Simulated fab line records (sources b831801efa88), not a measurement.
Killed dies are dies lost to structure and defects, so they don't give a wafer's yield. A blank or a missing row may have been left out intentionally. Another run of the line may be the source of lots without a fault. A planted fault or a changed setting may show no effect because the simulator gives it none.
The tool behind it: which one? / flow gf180mcu / 13 lots, 39 wafers sampled, at 5 steps of a route of 602

## WHAT EACH GAUGE READ, for each wafer
GF_MIM_THK_MEAS_11: measures by xrf.
lot=L771; measured=day 24 07:27; on=filmMetro-04; MIM_ALCU_THK (nm)=203.6 201.2 203.8
lot=L772; measured=day 24 20:45; on=filmMetro-04; MIM_ALCU_THK (nm)=200.5 202.0 203.9
lot=L774; measured=day 25 09:43; on=filmMetro-01; MIM_ALCU_THK (nm)=202.6 203.7 204.8
lot=L776; measured=day 26 06:55; on=filmMetro-01; MIM_ALCU_THK (nm)=202.8 199.9 201.0
lot=L778; measured=day 26 18:59; on=filmMetro-04; MIM_ALCU_THK (nm)=201.3 197.5 200.4
lot=L780; measured=day 27 14:16; on=filmMetro-01; MIM_ALCU_THK (nm)=200.8 199.6 199.5
lot=L781; measured=day 27 20:41; on=filmMetro-04; MIM_ALCU_THK (nm)=201.6 200.5 201.8
lot=L782; measured=day 28 05:40; on=filmMetro-01; MIM_ALCU_THK (nm)=203.0 200.1 205.4
lot=L783; measured=day 28 09:43; on=filmMetro-01; MIM_ALCU_THK (nm)=198.5 199.0 199.5
lot=L784; measured=day 28 23:47; on=filmMetro-01; MIM_ALCU_THK (nm)=202.2 201.4 202.4
lot=L785; measured=day 29 06:49; on=filmMetro-02; MIM_ALCU_THK (nm)=201.7 201.3 201.1
lot=L792; measured=day 31 00:49; on=filmMetro-01; MIM_ALCU_THK (nm)=199.9 200.0 200.0
lot=L793; measured=day 31 03:15; on=filmMetro-02; MIM_ALCU_THK (nm)=200.5 199.8 202.7

GF_M5_CD_MEAS_07 targets a cd of 280 nm.
lot=L771; measured=day 26 02:29; on=cdSem-02; cdNm (nm)=280.2 278.7 279.9
lot=L772; measured=day 26 14:52; on=cdSem-02; cdNm (nm)=280.3 280.5 279.5
lot=L774; measured=day 27 03:52; on=cdSem-02; cdNm (nm)=279.8 278.9 277.9
lot=L776; measured=day 28 00:29; on=cdSem-02; cdNm (nm)=280.0 281.2 281.0
lot=L778; measured=day 28 11:49; on=cdSem-02; cdNm (nm)=278.4 279.0 279.3
lot=L780; measured=day 29 05:08; on=cdSem-01; cdNm (nm)=279.3 278.3 279.6
lot=L781; measured=day 29 11:47; on=cdSem-02; cdNm (nm)=280.6 279.0 281.0
lot=L782; measured=day 29 19:59; on=cdSem-02; cdNm (nm)=280.0 280.9 280.4
lot=L783; measured=day 29 23:53; on=cdSem-01; cdNm (nm)=280.7 275.6 276.3
lot=L784; measured=day 30 13:44; on=cdSem-01; cdNm (nm)=277.4 277.4 278.9
lot=L785; measured=day 30 20:16; on=cdSem-01; cdNm (nm)=279.2 275.0 279.2
lot=L792; measured=day 32 10:53; on=cdSem-02; cdNm (nm)=279.1 278.9 278.6
lot=L793; measured=day 32 13:39; on=cdSem-01; cdNm (nm)=279.4 279.6 277.9

## EACH LOT AND THE TOOL THAT RAN IT (in order: tool; ch and the chambers of the sampled wafers; start)
lot=L771; GF_MIM_SPUTTER_07=pvdSputter-04, day 24 07:12; GF_MIM_SPUTTER_08=pvdSputter-04, day 24 07:15; GF_M5_SOFTBAKE_03=lithoTrack-04 ch 0, day 25 15:58
lot=L772; GF_MIM_SPUTTER_07=pvdSputter-04, day 24 20:31; GF_MIM_SPUTTER_08=pvdSputter-04, day 24 20:34; GF_M5_SOFTBAKE_03=lithoTrack-04 ch 0, day 26 05:10
lot=L774; GF_MIM_SPUTTER_07=pvdSputter-04, day 25 09:29; GF_MIM_SPUTTER_08=pvdSputter-04, day 25 09:32; GF_M5_SOFTBAKE_03=lithoTrack-03 ch 0, day 26 17:22
lot=L776; GF_MIM_SPUTTER_07=pvdSputter-01, day 26 06:41; GF_MIM_SPUTTER_08=pvdSputter-01, day 26 06:44; GF_M5_SOFTBAKE_03=lithoTrack-01 ch 0, day 27 14:20
lot=L778; GF_MIM_SPUTTER_07=pvdSputter-01, day 26 18:46; GF_MIM_SPUTTER_08=pvdSputter-01, day 26 18:49; GF_M5_SOFTBAKE_03=lithoTrack-01 ch 0, day 28 02:02
lot=L780; GF_MIM_SPUTTER_07=pvdSputter-03, day 27 14:02; GF_MIM_SPUTTER_08=pvdSputter-03, day 27 14:05; GF_M5_SOFTBAKE_03=lithoTrack-01 ch 0, day 28 19:43
lot=L781; GF_MIM_SPUTTER_07=pvdSputter-01, day 27 20:27; GF_MIM_SPUTTER_08=pvdSputter-01, day 27 20:30; GF_M5_SOFTBAKE_03=lithoTrack-03 ch 0, day 29 02:17
lot=L782; GF_MIM_SPUTTER_07=pvdSputter-01, day 28 05:27; GF_MIM_SPUTTER_08=pvdSputter-01, day 28 05:30; GF_M5_SOFTBAKE_03=lithoTrack-01 ch 0, day 29 10:26
lot=L783; GF_MIM_SPUTTER_07=pvdSputter-03, day 28 09:30; GF_MIM_SPUTTER_08=pvdSputter-03, day 28 09:32; GF_M5_SOFTBAKE_03=lithoTrack-01 ch 0, day 29 14:38
lot=L784; GF_MIM_SPUTTER_07=pvdSputter-01, day 28 23:34; GF_MIM_SPUTTER_08=pvdSputter-01, day 28 23:37; GF_M5_SOFTBAKE_03=lithoTrack-04 ch 0, day 30 04:47
lot=L785; GF_MIM_SPUTTER_07=pvdSputter-01, day 29 06:35; GF_MIM_SPUTTER_08=pvdSputter-01, day 29 06:38; GF_M5_SOFTBAKE_03=lithoTrack-01 ch 0, day 30 10:53
lot=L792; GF_MIM_SPUTTER_07=pvdSputter-01, day 31 00:34; GF_MIM_SPUTTER_08=pvdSputter-01, day 31 00:37; GF_M5_SOFTBAKE_03=lithoTrack-03 ch 0, day 32 02:35
lot=L793; GF_MIM_SPUTTER_07=pvdSputter-04, day 31 03:00; GF_MIM_SPUTTER_08=pvdSputter-04, day 31 03:03; GF_M5_SOFTBAKE_03=lithoTrack-04 ch 0, day 32 05:34
- GF_MIM_SPUTTER_07: material TiN, target thk 60 nm, time 50 s.
- GF_MIM_SPUTTER_08: material AlCu, target thk 200 nm, time 10.6 s.
- GF_M5_SOFTBAKE_03: time 60 s.

## WHAT THE TOOLS THEMSELVES READ (means of the sampled wafers that have a number; where no wafer has one, the mark that the record gives instead)
GF_MIM_SPUTTER_07.
lot=L771; tool=pvdSputter-04; throttleValvePct (%)=30.1
lot=L772; tool=pvdSputter-04; throttleValvePct (%)=30.0
lot=L774; tool=pvdSputter-04; throttleValvePct (%)=29.9
lot=L776; tool=pvdSputter-01; throttleValvePct (%)=31.6
lot=L778; tool=pvdSputter-01; throttleValvePct (%)=31.5
lot=L780; tool=pvdSputter-03; throttleValvePct (%)=30.4
lot=L781; tool=pvdSputter-01; throttleValvePct (%)=30.5
lot=L782; tool=pvdSputter-01; throttleValvePct (%)=30.7
lot=L783; tool=pvdSputter-03; throttleValvePct (%)=30.3
lot=L784; tool=pvdSputter-01; throttleValvePct (%)=31.0
lot=L785; tool=pvdSputter-01; throttleValvePct (%)=31.5
lot=L792; tool=pvdSputter-01; throttleValvePct (%)=30.5
lot=L793; tool=pvdSputter-04; throttleValvePct (%)=29.9

GF_MIM_SPUTTER_08.
lot=L771; tool=pvdSputter-04; throttleValvePct (%)=30.2
lot=L772; tool=pvdSputter-04; throttleValvePct (%)=30.0
lot=L774; tool=pvdSputter-04; throttleValvePct (%)=29.8
lot=L776; tool=pvdSputter-01; throttleValvePct (%)=31.6
lot=L778; tool=pvdSputter-01; throttleValvePct (%)=31.6
lot=L780; tool=pvdSputter-03; throttleValvePct (%)=30.1
lot=L781; tool=pvdSputter-01; throttleValvePct (%)=30.5
lot=L782; tool=pvdSputter-01; throttleValvePct (%)=30.7
lot=L783; tool=pvdSputter-03; throttleValvePct (%)=30.4
lot=L784; tool=pvdSputter-01; throttleValvePct (%)=30.7
lot=L785; tool=pvdSputter-01; throttleValvePct (%)=31.4
lot=L792; tool=pvdSputter-01; throttleValvePct (%)=30.6
lot=L793; tool=pvdSputter-04; throttleValvePct (%)=30.0

GF_M5_SOFTBAKE_03.
lot=L771; tool=lithoTrack-04; plateTempC (C)=129.91; runLengthS (s)=89.31
lot=L772; tool=lithoTrack-04; plateTempC (C)=129.88; runLengthS (s)=89.33
lot=L774; tool=lithoTrack-03; plateTempC (C)=129.94; runLengthS (s)=89.15
lot=L776; tool=lithoTrack-01; plateTempC (C)=130.00; runLengthS (s)=89.01
lot=L778; tool=lithoTrack-01; plateTempC (C)=130.00; runLengthS (s)=88.94
lot=L780; tool=lithoTrack-01; plateTempC (C)=130.03; runLengthS (s)=88.97
lot=L781; tool=lithoTrack-03; plateTempC (C)=129.97; runLengthS (s)=89.10
lot=L782; tool=lithoTrack-01; plateTempC (C)=130.08; runLengthS (s)=88.95
lot=L783; tool=lithoTrack-01; plateTempC (C)=129.94; runLengthS (s)=104.09
lot=L784; tool=lithoTrack-04; plateTempC (C)=130.13; runLengthS (s)=89.37
lot=L785; tool=lithoTrack-01; plateTempC (C)=129.89; runLengthS (s)=96.60
lot=L792; tool=lithoTrack-03; plateTempC (C)=129.82; runLengthS (s)=89.12
lot=L793; tool=lithoTrack-04; plateTempC (C)=129.91; runLengthS (s)=89.30

## THE ANSWER, worked out from the rows above alone
Rule: what is usual is taken from the lots themselves. Put in order of their means at a reading, lots are off if they are a third of the lots or fewer, leave a main group of 4 or more, and stand apart from it by a gap of 3 or more times the standard deviation of the main group's means; of several such gaps the widest counts. If all means in a main group match to the digits the tables above print for the reading, that group is not used. Also off: a lot with no number at a reading for which 4 or more lots have one. The other lots that the step has rows for count as sound. First the gauges in route order, then the tools' own readings, where a lot's mean is used as printed above. At the first step where some lot is off, the reading lying furthest off is the one used; lots without a number count as furthest.
Off: L783, L785 (GF_M5_SOFTBAKE_03, runLengthS). For the main group the mean is 89.14 s and the standard deviation 0.16.
A tool fits if, at that step or a process step before it, it ran every lot that is off, and no sound lot after the first of them. One fits: GF_M5_SOFTBAKE_03 on lithoTrack-01. A fault onset in the window from L782 (day 29 10:26, its last sound lot) to L783 (day 29 14:38, its first lot off) fits.
On the lots that are off, the tool's own readings at GF_M5_SOFTBAKE_03 differ by more than 5 times the standard deviation of the sound lots' means, which bears it out; runLengthS reads 100.34 s there versus 89.14 s on the sound lots.

## WHAT THE SIMULATOR PUT IN
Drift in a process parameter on lithoTrack-01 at GF_M5_SOFTBAKE_03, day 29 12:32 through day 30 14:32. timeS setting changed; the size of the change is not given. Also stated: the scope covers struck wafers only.
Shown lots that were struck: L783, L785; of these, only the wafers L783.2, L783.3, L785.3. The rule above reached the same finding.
